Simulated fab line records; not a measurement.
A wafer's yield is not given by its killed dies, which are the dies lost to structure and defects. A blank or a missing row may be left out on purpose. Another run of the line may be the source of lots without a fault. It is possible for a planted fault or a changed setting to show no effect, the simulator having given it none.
fab line records + flow sky130
record
- lots=5
- wafers=15
- lastDay=50
route steps=708 shown POLY_CUT@317 SD_P@320 RES_XHIGH@332 SD_N@342 PAD_OPEN@708
lots untouched by any fault: they come from a run of this same line in which no faults occurred
startH: hours from the record's opening day to when the first of the lot's shown wafers began + waitH: hours from the lot's prior step to this one + " same as the row above + L1.1+2: several wafers, shown together as one row + - no value, or no start was given + * or withheld: withheld + < > ~ a bound
route shown NAME@n: NAME is a module with steps in the file, n the number in the route of the first one + usual: average and standard deviation across the fault-free wafers + same: alike in all rows + chamber/n: place in a boat + sites: per-site readings + _std_site: standard deviation of those values + _edge_site: outer sites' mean less inner sites' + radiusMm: for every site, how far away it sits from the centre of the wafer + mask NAME#n: copy n + behind: the most recent tool/chamber to have shaped the wafer + hold: the reason the lot was held/the length of the hold in hours/how it ended + device: which transistor (n, p or np) failed to switch + end of line: the tests these same wafers got at the end of their route + a step given without rows: its recipe and nothing more + killed: the dies lost at the first sort to structure and to defects; this is not the yield of the wafer + map: per-die view of a wafer (x killed, . not killed, _ where there is no die)
set.NAME: setting as actually run; set.NAME@STEP: the setting as run at that earlier step + model.NAME: the simulator's own value behind a step, which no gauge read
lots seen at some steps along the route; tables by step, rows by wafer
services: the hour from which a tool's chamber was out of use, counted from the record's first day as startH (under 0 if before that day), plus the number of hours and why
## steps
# step SKY_POLY_CUT_ETCH_10
# recipe
- chemistry=N2/H2
- target=BARC
- ionEnergyEv=200
- sourceW=500
- biasW=100
- pressureMtorr=30
- n2FlowSccm=100
- h2FlowSccm=200
- stopOn=SiO2
- timeS=45.9
- targetDepthA=600
# step SKY_POLY_CUT_ETCH_11
# recipe
- target=Si3N4
- chemistry=CF4/CH2F2/Ar
- stopOn=poly-Si
- sourceW=600
- biasW=150
- pressureMtorr=40
- cf4FlowSccm=40
- ch2f2FlowSccm=20
- Ar_flow_sccm=150
- timeS=42.5
- targetDepthA=600
# step SKY_POLY_CUT_STRIP_12
# recipe
- chemistry=O2/N2
- powerW=1400
- pressureMtorr=1500
- platenTempC=withheld
- o2FlowSccm=3000
- n2FlowSccm=300
- overashFraction=0.5
# step SKY_SD_P_DEHYDRATE_00
# recipe
- tempC=200
- timeS=60
# step SKY_SD_P_HMDS_01
# recipe
- primeTimeS=60
- primeTempC=120
# step SKY_SD_P_COAT_02
# recipe
- resist=NOVOLAK
- spinRpm=3000
- resistThkNm=1140
# step SKY_SD_P_SOFTBAKE_03
# recipe
- tempC=90
- timeS=60
- resist=NOVOLAK
# step SKY_SD_P_EXPOSE_04
# recipe
- maskId=PSDM
- na=0.6
- sourceShape=conventional
- sigmaOuter=0.6
- polarization=unpolarized
- targetCdNm=380
- doseMj=138
# step SKY_SD_P_PEB_05
# recipe
- tempC=withheld
- timeS=*
- resist=NOVOLAK
# step SKY_SD_P_DEVELOP_06
# recipe
- resist=NOVOLAK
- developer=TMAH
- developTimeS=60
- devTempC=23
# step SKY_SD_P_IMPLANT_09
# recipe
- species=BF2
- energyKev=20
- doseCm2=3e+15
- tiltDeg=0
# usual
- faradayCurrentUA=11563/360
- tiltDeg=0.001/0.019
| lot.wafer | tool         | chamber | startH | waitH | faradayCurrentUA | tiltDeg |
|-----------|--------------|---------|--------|-------|------------------|---------|
| L399.1    | implanter-04 | 0       | 603.12 | 0.0   | 12200            | 0.011   |
| L399.2    | "            | 0       | "      | "     | 11915            | 0.000   |
| L399.3    | "            | 0       | "      | "     | 11282            | 0.014   |
| L403.1    | implanter-04 | 0       | 625.72 | 0.1   | 11933            | -0.013  |
| L403.4    | "            | 0       | "      | "     | 11930            | 0.004   |
| L403.5    | "            | 0       | "      | "     | 12004            | -0.015  |
| L404.1    | implanter-04 | 0       | 632.19 | 0.0   | 12117            | -0.004  |
| L404.2    | "            | 0       | "      | "     | 11608            | 0.011   |
| L404.6    | "            | 0       | "      | "     | 11904            | 0.042   |
| L408.2    | implanter-04 | 0       | 659.24 | 0.1   | 11741            | 0.018   |
| L408.4    | "            | 0       | "      | "     | 11428            | -0.024  |
| L408.5    | "            | 0       | "      | "     | 12022            | -0.006  |
| L419.2    | implanter-03 | 0       | 774.38 | 0.0   | 11380            | -0.043  |
| L419.3    | "            | 0       | "      | "     | 11276            | -0.012  |
| L419.6    | "            | 0       | "      | "     | 11597            | 0.005   |
# step SKY_SD_P_STRIP_10
# recipe
- chemistry=O2/N2
- powerW=1400
- pressureMtorr=1500
- platenTempC=withheld
- o2FlowSccm=3000
- n2FlowSccm=300
- overashFraction=0.5
# usual
- drypumpMotorCurrentA=5.9/0.51
- oesProductAu=0.618/0.005
- stripTimeToEndpointS=17.51/0.039
| lot.wafer | tool           | chamber | startH | waitH | drypumpMotorCurrentA | oesProductAu | rfHoursCounterH | stripTimeToEndpointS |
|-----------|----------------|---------|--------|-------|----------------------|--------------|-----------------|----------------------|
| L399.1    | plasmaAsher-03 | 0       | 603.27 | 0.1   | 5.5                  | 0.622        | 69              | 17.54                |
| L399.2    | "              | 1       | "      | "     | 6.5                  | 0.615        | 69              | 17.56                |
| L399.3    | "              | 1       | "      | "     | 6.5                  | 0.622        | -               | 17.58                |
| L403.1    | plasmaAsher-02 | 1       | 625.87 | 0.1   | 6.5                  | 0.630        | 93              | 16.93                |
| L403.4    | "              | 1       | "      | "     | 6.4                  | 0.625        | -               | 16.94                |
| L403.5    | "              | 1       | "      | "     | 6.4                  | 0.628        | -               | 16.90                |
| L404.1    | plasmaAsher-03 | 1       | 632.34 | 0.1   | 6.5                  | 0.633        | 72              | 16.95                |
| L404.2    | "              | 0       | "      | "     | 5.5                  | 0.634        | 72              | 16.97                |
| L404.6    | "              | 1       | "      | "     | 6.5                  | 0.624        | -               | 16.99                |
| L408.2    | plasmaAsher-04 | 1       | 659.36 | 0.1   | 5.1                  | 0.631        | 23              | 17.01                |
| L408.4    | "              | 0       | "      | "     | 6.1                  | 0.632        | -               | 16.98                |
| L408.5    | "              | 1       | "      | "     | 5.1                  | 0.629        | -               | 16.98                |
| L419.2    | plasmaAsher-02 | 1       | 774.51 | 0.1   | 6.4                  | 0.622        | 2               | 17.55                |
| L419.3    | "              | 0       | "      | "     | 5.4                  | 0.617        | -               | 17.52                |
| L419.6    | "              | 1       | "      | "     | 6.4                  | 0.613        | -               | 17.51                |
# step SKY_SD_P_TW_MEAS_11
# usual
- SD_P_TW=2806/24
| lot.wafer | tool         | chamber | startH | waitH | SD_P_TW |
|-----------|--------------|---------|--------|-------|---------|
| L399.1    | filmMetro-02 | -       | 603.37 | 0.1   | 2776    |
| L399.2    | "            | -       | "      | "     | 2775    |
| L399.3    | "            | -       | "      | "     | 2777    |
| L403.1    | filmMetro-02 | -       | 625.97 | 0.1   | 2629    |
| L403.4    | "            | -       | "      | "     | 2628    |
| L403.5    | "            | -       | "      | "     | 2637    |
| L404.1    | filmMetro-01 | -       | 632.44 | 0.1   | 2664    |
| L404.2    | "            | -       | "      | "     | 2658    |
| L404.6    | "            | -       | "      | "     | 2659    |
| L408.2    | filmMetro-01 | -       | 659.47 | 0.1   | 2665    |
| L408.4    | "            | -       | "      | "     | 2648    |
| L408.5    | "            | -       | "      | "     | 2658    |
| L419.2    | filmMetro-04 | -       | 774.62 | 0.1   | 2837    |
| L419.3    | "            | -       | "      | "     | 2840    |
| L419.6    | "            | -       | "      | "     | 2836    |
# step SKY_RES_XHIGH_DEHYDRATE_00
# recipe
- tempC=200
- timeS=60
# step SKY_RES_XHIGH_HMDS_01
# recipe
- primeTimeS=60
- primeTempC=120
# step SKY_RES_XHIGH_COAT_02
# recipe
- resist=NOVOLAK
- spinRpm=3000
- resistThkNm=1148
# step SKY_RES_XHIGH_SOFTBAKE_03
# recipe
- tempC=90
- timeS=60
- resist=NOVOLAK
# step SKY_RES_XHIGH_EXPOSE_04
# recipe
- maskId=URPM
- na=0.6
- sourceShape=conventional
- sigmaOuter=0.6
- polarization=unpolarized
- targetCdNm=1270
- doseMj=140
# step SKY_RES_XHIGH_PEB_05
# recipe
- tempC=withheld
- timeS=*
- resist=NOVOLAK
# step SKY_RES_XHIGH_DEVELOP_06
# recipe
- resist=NOVOLAK
- developer=TMAH
- developTimeS=60
- devTempC=23
# step SKY_RES_XHIGH_IMPLANT_07
# recipe
- species=BF2
- energyKev=20
- doseCm2=3.6e+14
- tiltDeg=0
# step SKY_RES_XHIGH_STRIP_08
# recipe
- chemistry=O2/N2
- powerW=1400
- pressureMtorr=1500
- platenTempC=withheld
- o2FlowSccm=3000
- n2FlowSccm=300
- overashFraction=0.5
# step SKY_SD_N_DEHYDRATE_00
# recipe
- tempC=200
- timeS=60
# step SKY_SD_N_HMDS_01
# recipe
- primeTimeS=60
- primeTempC=120
# step SKY_SD_N_COAT_02
# recipe
- resist=NOVOLAK
- spinRpm=3000
- resistThkNm=1151
# step SKY_SD_N_SOFTBAKE_03
# recipe
- tempC=90
- timeS=60
- resist=NOVOLAK
# step SKY_SD_N_EXPOSE_04
# recipe
- maskId=NSDM
- na=0.6
- sourceShape=conventional
- sigmaOuter=0.6
- polarization=unpolarized
- targetCdNm=380
- doseMj=141
# step SKY_SD_N_PEB_05
# recipe
- tempC=withheld
- timeS=*
- resist=NOVOLAK
# step SKY_SD_N_DEVELOP_06
# recipe
- resist=NOVOLAK
- developer=TMAH
- developTimeS=60
- devTempC=23
# step SKY_SD_N_IMPLANT_09
# recipe
- species=As
- energyKev=50
- doseCm2=4e+15
- tiltDeg=0
# step SKY_SD_N_IMPLANT_10
# recipe
- species=P
- energyKev=20
- doseCm2=1e+14
- tiltDeg=0
# step SKY_SD_N_STRIP_11
# recipe
- chemistry=O2/N2
- powerW=1400
- pressureMtorr=1500
- platenTempC=withheld
- o2FlowSccm=3000
- n2FlowSccm=300
- overashFraction=0.5
# step SKY_SD_N_CLEAN_13
# recipe
- chemistry=SC1/SC2
- mix=1:4:20
- tempC=70
- timeS=150
- dry=n2Spin
# step SKY_SD_N_RTA_14
# recipe
- tempC=1075
- timeS=2
- idleTempC=650
- rampUpCPerS=150
- rampDownCPerS=90
- ambient=N2
# step SKY_SD_N_RS_MEAS_17
# recipe
- thkMeasGauge=four-point-probe
# usual
- SD_P_RS=146.9/0.32
| lot.wafer | tool         | chamber | startH | waitH | SD_P_RS[ohm/sq] |
|-----------|--------------|---------|--------|-------|-----------------|
| L399.1    | filmMetro-02 | -       | 656.98 | 0.1   | 146.8           |
| L399.2    | "            | -       | "      | "     | 146.7           |
| L399.3    | "            | -       | "      | "     | 146.4           |
| L403.1    | filmMetro-04 | -       | 682.93 | 0.1   | 151.4           |
| L403.4    | "            | -       | "      | "     | 151.9           |
| L403.5    | "            | -       | "      | "     | 151.6           |
| L404.1    | filmMetro-02 | -       | 689.79 | 0.1   | 150.8           |
| L404.2    | "            | -       | "      | "     | 151.1           |
| L404.6    | "            | -       | "      | "     | 151.1           |
| L408.2    | filmMetro-02 | -       | 716.21 | 0.1   | 150.8           |
| L408.4    | "            | -       | "      | "     | 151.6           |
| L408.5    | "            | -       | "      | "     | 151.0           |
| L419.2    | filmMetro-04 | -       | 827.75 | 0.1   | 147.0           |
| L419.3    | "            | -       | "      | "     | 147.0           |
| L419.6    | "            | -       | "      | "     | 147.2           |
# step SKY_PAD_OPEN_PROBE_99
# usual
- killed_at_M0_to_M3=43/5.9
- killed_at_M4_up=3.3/1.9
- killedAtContacts=24/5.6
- killedAtFrontEnd=15/4.1
- killedAtOther=0.4/0.66
- killedDies=86/9
- killedOpen=47/6.9
- killedShort=39/6.2
# same
- grossDies=492
- killedAtBackSide=0
| lot.wafer | tool      | chamber | startH  | waitH | killed_at_M0_to_M3 | killed_at_M4_up | killedAtContacts | killedAtFrontEnd | killedAtOther | killedDies | killedOpen | killedShort | model.etest.liconHighPo.rcOhm | model.etest.resHighPo.lineOhmUm | model.etest.resPdiff.lineOhmUm | model.etest.pfet_01v8.rOnOhmUm | model.etest.resHighPo.rsOhmSqRange | model.etest.pfetG5v0d10v5.rOnOhmUm | model.etest.resHighPo.rsOhmSq | model.etest.liconPdiff.rcOhm |
|-----------|-----------|---------|---------|-------|--------------------|-----------------|------------------|------------------|---------------|------------|------------|-------------|-------------------------------|---------------------------------|--------------------------------|--------------------------------|------------------------------------|------------------------------------|-------------------------------|------------------------------|
| L399.1    | prober-02 | -       | 1081.70 | 0.1   | 42                 | 1               | 27               | 13               | 0             | 83         | 36         | 46          | 353.3                         | 724.1                           | 1321                           | 2859                           | 2.983                              | 4772                               | 255.2                         | 582.1                        |
| L399.2    | prober-02 | -       | 1081.75 | 0.1   | 40                 | 4               | 29               | 21               | 0             | 94         | 40         | 54          | 344.5                         | 724.8                           | 1335                           | 2886                           | 3.868                              | 4794                               | 253.8                         | 574.5                        |
| L399.3    | prober-02 | -       | 1081.80 | 0.2   | 37                 | 3               | 23               | 18               | 0             | 81         | 47         | 33          | 346.7                         | 722.6                           | 1350                           | 2909                           | 4.924                              | 4853                               | 250.1                         | 625.2                        |
| L403.1    | prober-02 | -       | 1101.77 | 0.1   | 42                 | 5               | 29               | 20               | 0             | 96         | 57         | 39          | 845.4                         | 1148                            | 1569                           | 3081                           | 151.1                              | 4836                               | 398                           | 709.4                        |
| L403.4    | prober-02 | -       | 1101.92 | 0.2   | 36                 | 6               | 18               | 15               | 2             | 77         | 36         | 41          | 873.5                         | 1161                            | 1606                           | 3124                           | 169.1                              | 4938                               | 406.7                         | 702.5                        |
| L403.5    | prober-02 | -       | 1101.97 | 0.2   | 33                 | 7               | 31               | 15               | 0             | 86         | 47         | 39          | 875.5                         | 1155                            | 1577                           | 3114                           | 166.5                              | 4831                               | 404.6                         | 702.2                        |
| L404.1    | prober-01 | -       | 1105.80 | 0.1   | 39                 | 0               | 25               | 15               | 0             | 79         | 50         | 28          | 842.6                         | 1153                            | 1574                           | 2998                           | 169.7                              | 4843                               | 406.3                         | 719.3                        |
| L404.2    | prober-01 | -       | 1105.85 | 0.1   | 45                 | 2               | 21               | 10               | 0             | 78         | 38         | 39          | 900                           | 1177                            | 1544                           | 3009                           | 168.6                              | 4889                               | 410.4                         | 731.5                        |
| L404.6    | prober-01 | -       | 1106.05 | 0.2   | 45                 | 2               | 27               | 16               | 0             | 90         | 52         | 36          | 933.9                         | 1153                            | 1541                           | 3011                           | 176.8                              | 4846                               | 403.4                         | 718.5                        |
| L408.2    | prober-01 | -       | 1126.09 | 0.1   | 46                 | 2               | 27               | 13               | 1             | 89         | 44         | 44          | 859.7                         | 1140                            | 1634                           | 3088                           | 160.3                              | 4976                               | 401.6                         | 739.4                        |
| L408.4    | prober-01 | -       | 1126.19 | 0.2   | 41                 | 3               | 32               | 11               | 0             | 87         | 48         | 39          | 904.3                         | 1183                            | 1598                           | 3077                           | 166                                | 4922                               | 414.4                         | 696.8                        |
| L408.5    | prober-01 | -       | 1126.24 | 0.2   | 48                 | 3               | 19               | 14               | 1             | 85         | 44         | 41          | 909.8                         | 1188                            | 1615                           | 3069                           | 163.8                              | 5004                               | 407.6                         | 722.7                        |
| L419.2    | prober-02 | -       | 1199.26 | 0.1   | 31                 | 5               | 24               | 23               | 0             | 83         | 39         | 44          | 347.4                         | 763.2                           | 1389                           | 2823                           | 9.134                              | 4698                               | 266.7                         | 561.1                        |
| L419.3    | prober-02 | -       | 1199.31 | 0.2   | 37                 | 4               | 14               | 13               | 1             | 69         | 36         | 33          | 362.1                         | 751.1                           | 1378                           | 2844                           | 7.52                               | 4680                               | 265.3                         | 570.7                        |
| L419.6    | prober-02 | -       | 1199.46 | 0.2   | 37                 | 4               | 21               | 9                | 0             | 71         | 42         | 29          | 354                           | 760.3                           | 1400                           | 2917                           | 12.23                              | 4731                               | 263.3                         | 598.3                        |
# killed by level:class
L399.1 CONTACT:geometricParticle:open=9 CONTACT:geometricParticle:short=7 VIA3:geometricParticle:short=7 VIA2:geometricParticle:open=6 METAL2:geometricParticle:short=6 METAL1:geometricParticle:short=5 VIA1:geometricParticle:open=5 LOCAL_INTERCONNECT:geometricParticle:short=4
L399.2 VIA1:geometricParticle:open=13 LOCAL_INTERCONNECT:geometricParticle:short=8 CONTACT:geometricParticle:open=7 POLY_GATE:geometricParticle:open=6 VIA1:geometricParticle:short=6 FIELD_ISO:geometricParticle:short=5 LI_CONTACT:geometricParticle:open=5 CONTACT:geometricParticle:short=5
L399.3 VIA1:geometricParticle:open=10 CONTACT:geometricParticle:open=8 POLY_GATE:geometricParticle:open=6 LI_CONTACT:geometricParticle:open=6 METAL2:geometricParticle:short=6 CONTACT:geometricParticle:short=5 VIA3:geometricParticle:open=5 POLY_GATE:geometricParticle:short=4
L403.1 VIA1:geometricParticle:open=12 CONTACT:geometricParticle:open=9 CONTACT:geometricParticle:short=7 VIA3:geometricParticle:open=6 LI_CONTACT:geometricParticle:open=5 VIA3:geometricParticle:short=5 FIELD_ISO:geometricParticle:open=4 POLY_GATE:geometricParticle:open=4
L403.4 VIA1:geometricParticle:open=10 CONTACT:geometricParticle:open=6 LI_CONTACT:geometricParticle:open=5 METAL2:geometricParticle:short=4 FIELD_ISO:geometricParticle:short=4 LOCAL_INTERCONNECT:geometricParticle:short=4 METAL1:geometricParticle:short=4 METAL1:geometricParticle:open=4
L403.5 CONTACT:geometricParticle:open=13 LOCAL_INTERCONNECT:geometricParticle:short=8 VIA1:geometricParticle:open=7 METAL2:geometricParticle:short=5 POLY_GATE:geometricParticle:open=5 VIA3:geometricParticle:open=5 FIELD_ISO:geometricParticle:short=4 VIA2:geometricParticle:open=4
L404.1 CONTACT:geometricParticle:open=12 VIA1:geometricParticle:open=10 CONTACT:geometricParticle:short=7 VIA2:geometricParticle:open=6 VIA3:geometricParticle:open=6 SPACER:geometricParticle:open=5 METAL1:geometricParticle:short=4 VIA2:geometricParticle:short=4
L404.2 METAL1:geometricParticle:short=9 CONTACT:geometricParticle:open=9 METAL2:geometricParticle:short=7 VIA2:geometricParticle:open=6 VIA1:geometricParticle:short=5 VIA1:geometricParticle:open=5 CONTACT:geometricParticle:short=4 METAL3:geometricParticle:short=4
L404.6 CONTACT:geometricParticle:open=13 VIA1:geometricParticle:open=12 METAL2:geometricParticle:short=8 LI_CONTACT:geometricParticle:open=6 CONTACT:geometricParticle:short=5 VIA2:geometricParticle:open=5 VIA3:geometricParticle:open=5 POLY_GATE:geometricParticle:short=4
L408.2 LI_CONTACT:geometricParticle:open=8 CONTACT:geometricParticle:short=8 CONTACT:geometricParticle:open=8 METAL2:geometricParticle:short=8 VIA1:geometricParticle:open=7 METAL1:geometricParticle:short=7 FIELD_ISO:geometricParticle:open=4 VIA3:geometricParticle:open=4
L408.4 CONTACT:geometricParticle:open=14 CONTACT:geometricParticle:short=9 VIA2:geometricParticle:open=8 VIA1:geometricParticle:open=8 METAL2:geometricParticle:short=5 POLY_GATE:geometricParticle:short=4 LI_CONTACT:geometricParticle:open=4 METAL3:geometricParticle:short=4
L408.5 VIA1:geometricParticle:open=12 METAL2:geometricParticle:short=8 CONTACT:geometricParticle:open=7 METAL1:geometricParticle:short=6 CONTACT:geometricParticle:short=6 VIA2:geometricParticle:open=6 METAL2:geometricParticle:open=5 LOCAL_INTERCONNECT:geometricParticle:short=4
L419.2 LI_CONTACT:geometricParticle:open=9 FIELD_ISO:geometricParticle:short=6 VIA1:geometricParticle:open=6 CONTACT:geometricParticle:open=6 FIELD_ISO:geometricParticle:open=5 METAL4:geometricParticle:short=5 METAL1:geometricParticle:short=5 VIA1:geometricParticle:short=5
L419.3 VIA1:geometricParticle:open=9 METAL2:geometricParticle:short=6 VIA2:geometricParticle:open=5 VIA3:geometricParticle:open=5 METAL4:geometricParticle:short=4 CONTACT:geometricParticle:open=4 VIA1:geometricParticle:short=4 POLY_GATE:geometricParticle:open=3
L419.6 VIA2:geometricParticle:open=9 CONTACT:geometricParticle:open=8 VIA1:geometricParticle:open=6 METAL2:geometricParticle:short=5 LI_CONTACT:geometricParticle:open=4 LOCAL_INTERCONNECT:geometricParticle:short=4 CONTACT:geometricParticle:short=4 VIA2:geometricParticle:short=4
## services
| tool           | chamber | startH | hours | kind      |
|----------------|---------|--------|-------|-----------|
| implanter-03   | -       | 589.15 | 3.6   | pm        |
| implanter-04   | -       | 626.60 | 4.8   | pm        |
| implanter-04   | -       | 634.00 | 3.8   | repair    |
| plasmaAsher-03 | -       | 635.21 | 1.6   | repair    |
| implanter-04   | -       | 637.80 | 19.5  | pm        |
| implanter-03   | -       | 658.51 | 1.2   | repair    |
| implanter-04   | -       | 682.77 | 1.6   | repair    |
| plasmaAsher-04 | -       | 696.43 | 2.8   | pm        |
| plasmaAsher-04 | -       | 726.51 | 1.1   | repair    |
| plasmaAsher-02 | -       | 733.75 | 9.0   | pm        |
| plasmaAsher-02 | 0       | 733.75 | 9.0   | ventCycle |
| plasmaAsher-02 | 1       | 733.75 | 9.0   | ventCycle |
| plasmaAsher-02 | -       | 737.72 | 0.4   | repair    |
| plasmaAsher-02 | 0       | 742.75 | -     | clean     |
| plasmaAsher-02 | 1       | 742.75 | -     | clean     |
| plasmaAsher-02 | -       | 747.12 | 1.4   | repair    |
| implanter-03   | -       | 747.70 | 2.5   | repair    |
| plasmaAsher-02 | -       | 768.09 | 3.8   | pm        |
## key
firstSign
- step=SKY_SD_P_STRIP_10
- reading=stripTimeToEndpointS
- direction=down
- sigmas=14
- usual=*
- struck=*
effect
- step=SKY_SD_P_TW_MEAS_11
- reading=SD_P_TW
- direction=down
- sigmas=6.4
- usual=2806
- struck=2650
effect
- step=SKY_SD_N_RS_MEAS_17
- reading=SD_P_RS
- direction=up
- sigmas=14
- usual=146.9
- struck=151.3
modelEffect
- step=SKY_PAD_OPEN_PROBE_99
- value=etest.liconHighPo.rcOhm
- without=343
- struck=882.7
metAt SKY_SD_P_IMPLANT_09
struckWafers L403.1,L403.4,L403.5,L404.1,L404.2,L404.6,L408.2,L408.4,L408.5
testerLeftOut L403,L404,L408
onsetBetween 603.12 625.72
fault
- kind=processParameterDrift
- tool=implanter-04
- chamber=-
- onsetH=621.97
- steps=SKY_SD_P_IMPLANT_09
- channel=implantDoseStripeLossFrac
- offset=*
- shape=step
- endH=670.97
# testerLeftOut: of these lots the tester's yield and bins aren't shown, on N5 and GAA mostly nor the transistor test; their killed dies are dies lost to structure and defects alone, not to doping, threshold or leakage, so they don't give the yield
